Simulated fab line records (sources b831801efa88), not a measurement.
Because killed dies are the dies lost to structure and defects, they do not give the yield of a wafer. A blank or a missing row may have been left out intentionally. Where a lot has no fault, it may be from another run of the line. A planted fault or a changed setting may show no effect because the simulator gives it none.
A struck lot beside a sound one | flow gf180mcu | 16 steps out of a route of 602
Sound: these wafers, L714.2, L714.3, L714.5. The struck wafers were L725.1, L725.4, L725.5. The cause is given at the end.
Per side, at each step with rows, come the tool, then ch with its chambers, and then its first start. Under that, the readings that differ: sound wafers | struck wafers | difference of the means | sigmas: that difference in standard deviations of wafers without a fault.
alike: readings whose means differ by less than 2 such deviations, and words and numbers that are the same on both sides. not compared: withheld readings, readings that some wafer has no value for, bounds like >300 that may hide the same value, and numbers for which the record gives no deviation and whose values overlap.
Wherever a step has rows on one side only, a row that says differs or no value, or a row with sigmas, the two part there. Numbers that don't overlap but have no deviation are shown without sigmas and don't part them. A reading that every wafer of one side lacks parts them only if that side has two wafers or more.

first, 9 steps without rows for these wafers: GF_MIM_STRIP_21 (strips in post etch residue remover, time 1200 s); GF_MIM_CLEAN_22 (cleans in DIW); GF_M5_DEHYDRATE_00 (time 60 s); GF_M5_HMDS_01 (prime time 60 s); GF_M5_COAT_02 (resist thk 1000 nm); GF_M5_SOFTBAKE_03 (time 60 s); GF_M5_EXPOSE_04 (exposes mask Metal5, target cd 280 nm); GF_M5_PEB_05 (peb time 90 s); GF_M5_DEVELOP_06 (develop time 60 s).
GF_M5_CD_MEAS_07: the cd target is 280 nm.
  struck on cd-sem-01, day 31 15:55; sound on cd-sem-01, day 28 09:14
  alike: cd-nm
GF_M5_OVL_MEAS_08:
  struck on overlay-01, day 31 16:02; sound on overlay-01, day 28 09:21
  alike: M5_OVL
GF_M5_ETCH_09: etches Si3N4 in CF4/O2, target depth 52 nm, time 11.6 s.
  sound on rie-diel-04 ch 2,3, day 28 09:23; struck on rie-diel-03 ch 1,3, day 31 16:05
  alike: drypump-motor-current-A, oes-product-au, throttle-valve-pct
  not compared: rf-hours-counter-h
GF_M5_METAL_ETCH_10: etches the open film in Cl2/BCl3, stops on SiO2, target depth 750.8 nm, time 125.1 s.
  sound on rie-metal-04 ch 0,1, day 28 09:24; struck on rie-metal-02 ch 0,1, day 31 16:06
  reading                             | sound                | struck               | difference | sigmas
  oes-product-au (a.u.)               | 0.980 0.973 0.984    | 0.907 0.932 0.932    | -0.055     | -8
  throttle-valve-pct (%)              | 28.233 28.233 28.244 | 28.318 28.294 28.296 | +0.066     | +6
  model.KrF_of_M5_COAT_02.thk-nm (nm) | 657.2 660.1 659.3    | 692.3 687.6 689.5    | +30.9      |
  alike: drypump-motor-current-A
  not compared: rf-hours-counter-h
GF_M5_STRIP_11: strips in O2/N2.
  sound on plasma-asher-02 ch 1, day 28 09:32; struck on plasma-asher-04 ch 1, day 31 16:14
  reading                      | sound          | struck         | difference | sigmas
  strip-time-to-endpoint-s (s) | 7.11 7.13 7.13 | 7.47 7.42 7.43 | +0.32      | +6
  alike: drypump-motor-current-A, heater-power-w, oes-product-au
  not compared: rf-hours-counter-h
then, 1 step without rows for these wafers: GF_M5_STRIP_12 (strips in post etch residue remover, time 1200 s).
-- the record jumps here: 2 days lie between the struck wafers' starts before and after (it left off in module M5 and takes up again in module PASSIVATION, whose first step shown is number 602 of the route) --
GF_PASSIVATION_PROBE_99:
  record: rows for the struck wafers here (prober-02, day 33 22:23), none for the sound ones

WHERE THEY PART
Earliest at GF_M5_METAL_ETCH_10; latest, in this record, at GF_PASSIVATION_PROBE_99.

WHY: what the simulator had put in
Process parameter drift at GF_M5_METAL_ETCH_10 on rie-metal-02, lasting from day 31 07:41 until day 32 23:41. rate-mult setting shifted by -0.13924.
